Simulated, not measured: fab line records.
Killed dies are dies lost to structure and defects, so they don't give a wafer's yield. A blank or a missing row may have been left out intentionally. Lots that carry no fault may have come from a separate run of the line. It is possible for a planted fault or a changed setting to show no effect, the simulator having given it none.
Problem report in the 8D (eight disciplines) form, filled by code -- flow gf180mcu -- the parts of the form that need people (team, actions taken, sign-off) are left out

1. WHAT WENT WRONG
Mean of cd nm at GF_TOP_METAL_CD_MEAS_14: 423.8 nm across 9 wafers in 3 lots; on wafers with no fault it is 440.5 nm (standard deviation 2.3). Measured from the usual mean, that is -7.3 standard deviations.
The step: target cd 440 nm.
Earliest sighting: wafer L618.2 on cd sem-02 at day 32 02:13. At this step, 39 wafers from 13 lots have a number in the record. Rule for "out" (also "out of limits"): further than 4 standard deviations from the usual mean. Any other wafer with a number is counted as sound.

2. WHAT IT IS, WHAT IT ISN'T
question,is,is not
which readings at this step,cd nm,-
which lots,"L618, L619, L620","L604, L606, L607, L609, L610, L611, L612, L613, L622, L624"
which wafers of those lots,all that have a number,-
read on which gauges,"cd sem-01, cd sem-02",-
when,from day 32 02:13,"up to then (24 sound wafers); but 6 sound wafers of L622, L624 came after"

3. THE SUSPECTS, EACH WITH WHAT RULES IT OUT
Counting: a tool at a process step up to the reading stays a suspect if it ran every lot that is out and no sound lot after the first of them.
- ruled out: the gauge at GF_TOP_METAL_CD_MEAS_14. The wafers that are out were read on 2 gauges (cd sem-01, cd sem-02).
- iline stepper-02 at GF_TOP_METAL_EXPOSE_11 (exposes mask MetalTop, target cd 440 nm): kept. Every lot that is out went through it, starting with L618 (day 31 17:22), and after that it ran no sound lot; the last sound lot it ran before then is L613 (day 30 10:06). Its own readings are out on those wafers: exposure dose mJ cm2.
Left after counting: iline stepper-02 at GF_TOP_METAL_EXPOSE_11.

4. THE CAUSE (what the simulator had put in)
Process parameters drifting: iline stepper-02 at GF_TOP_METAL_EXPOSE_11, beginning at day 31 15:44. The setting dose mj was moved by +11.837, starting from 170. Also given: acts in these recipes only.
Only this tool survived the counting.

5. THE CHAIN OF EFFECTS, in route order
Each row: a reading where the mean over the struck wafers with a number is more than 3 standard deviations away from the usual. Scope: only readings with a usual standard deviation given in the record; hours: median across lots of the time from each lot's start at the first step in this table that gives one to its start at this step; sigmas: change in usual standard deviations.
hours,step,reading,usual,on struck wafers,change,sigmas
0,GF_TOP_METAL_EXPOSE_11,exposure dose mJ cm2,169.83,180.14,+10.31,+54
9,GF_TOP_METAL_CD_MEAS_14,cd nm,440.5 nm,423.8,-16.7,-7.3
Here are the process steps it includes:
- GF_TOP_METAL_EXPOSE_11: exposes mask MetalTop, target cd 440 nm.

6. WHAT WOULD HAVE CAUGHT IT SOONER
Counted from the fault's start at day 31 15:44, it took 10 hours until the first out-of-limits reading at a measuring or inspecting step in this record, taken at day 32 02:13.
The tool's own readings at GF_TOP_METAL_EXPOSE_11 were out on every struck wafer that the step has a row for (exposure dose mJ cm2): an alarm limit on them would have fired on the first of those.
Of the lots that are out (3), L620 began GF_TOP_METAL_EXPOSE_11 on iline stepper-02 after day 32 02:13. A tool hold placed at that time would have kept it from harm.
